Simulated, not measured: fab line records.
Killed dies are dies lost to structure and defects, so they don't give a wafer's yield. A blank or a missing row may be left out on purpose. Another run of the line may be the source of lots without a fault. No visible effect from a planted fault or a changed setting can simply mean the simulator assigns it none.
Code-filled problem report in 8D (eight disciplines) form | flow gf180mcu | the parts of the form that need people (team, actions taken, sign-off) are left out

== 1. THE ISSUE ==
Wafers free of any fault read 557 (standard deviation 4.5) for LVPWELL_TW at GF_LVPWELL_TW_MEAS_11, against a mean of 641 on 6 wafers of 2 lots. That is +19 standard deviations from the usual mean.
The first sign was on wafer L726.1 at day 5 06:05, on film_metro-01. Wafers with a number at this step in the record: 36, from 12 lots. The rule behind "out" and "out of limits": a value lying over 4 standard deviations away from the usual mean. The rest of the wafers with a number are treated as sound.

== 2. WHAT IT IS, AND WHAT IT ISN'T ==
question                    | is                     | is not
which readings at this step | LVPWELL_TW             | -
which lots                  | L726, L728             | L720, L721, L722, L725, L727, L732, L738, L741, L742, L743
which wafers of those lots  | all that have a number | -
read on which gauges        | film_metro-01          | film_metro-02, film_metro-03
when                        | from day 5 06:05       | up to then (12 sound wafers); but 18 sound wafers of L727, L732, L738, L741, L742, L743 came after

== 3. WHAT RULES OUT EACH SUSPECT ==
Counting: any tool at a process step up to the reading is kept as a suspect provided that every lot that is out went through it and no sound lot did after the first of them.
- the gauge at GF_LVPWELL_TW_MEAS_11 is ruled out. All the wafers that are out were read on film_metro-01, but those of them that GF_LVPWELL_IMPLANT_08 has rows for are out there too, on other tools.
- implanter-04 at GF_LVPWELL_IMPLANT_08: ruled out as a lasting fault. After its first lot that is out, L726 (day 5 05:41), sound lots L738, L742, L743 ran on it.
Left after counting: nothing in the record.

== 4. THE CAUSE (what the simulator had put in) ==
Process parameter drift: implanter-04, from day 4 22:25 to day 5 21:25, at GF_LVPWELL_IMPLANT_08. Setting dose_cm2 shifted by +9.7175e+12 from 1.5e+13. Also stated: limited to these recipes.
It was ruled out by counting, in error; the rule expects a fault to strike all lots run on its tool from its start on, and this fault did not.

== 5. THE EFFECT CHAIN, in route order ==
One row per reading whose mean, taken over the struck wafers that have a number, lies over 3 standard deviations from the usual. Readings are gone through only where the record gives a usual standard deviation; hours: the median, over the lots, of the time from a lot's start at the first step in this table giving one to that lot's start at this step; sigmas: the change measured in usual standard deviations.
hours | step                     | reading            | usual         | on struck wafers | change      | sigmas
0     | GF_LVPWELL_IMPLANT_08    | dose_ions_cm2      | 1.4999e+13    | 2.4694e+13       | +9.6950e+12 | +99 or more
0     | GF_LVPWELL_IMPLANT_08    | faraday_current_uA | 85.0          | 142.0            | +57.0       | +34
0     | GF_LVPWELL_TW_MEAS_11    | LVPWELL_TW         | 557           | 641              | +84         | +19
96    | GF_VT_IMPLANT_RS_MEAS_48 | LVPWELL_RS         | 1198.6 ohm/sq | 932.3            | -266.3      | -99
Its process steps:
- GF_LVPWELL_IMPLANT_08

== 6. WHAT WOULD HAVE CAUGHT IT SOONER ==
The first out-of-limits reading at a measuring or inspecting step in this record came at day 5 06:05, 8 hours after the fault's start at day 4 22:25.
The tool's own readings at GF_LVPWELL_IMPLANT_08 were out on every struck wafer that the step has a row for (dose_ions_cm2, faraday_current_uA): an alarm limit on them would have fired on the first of those.
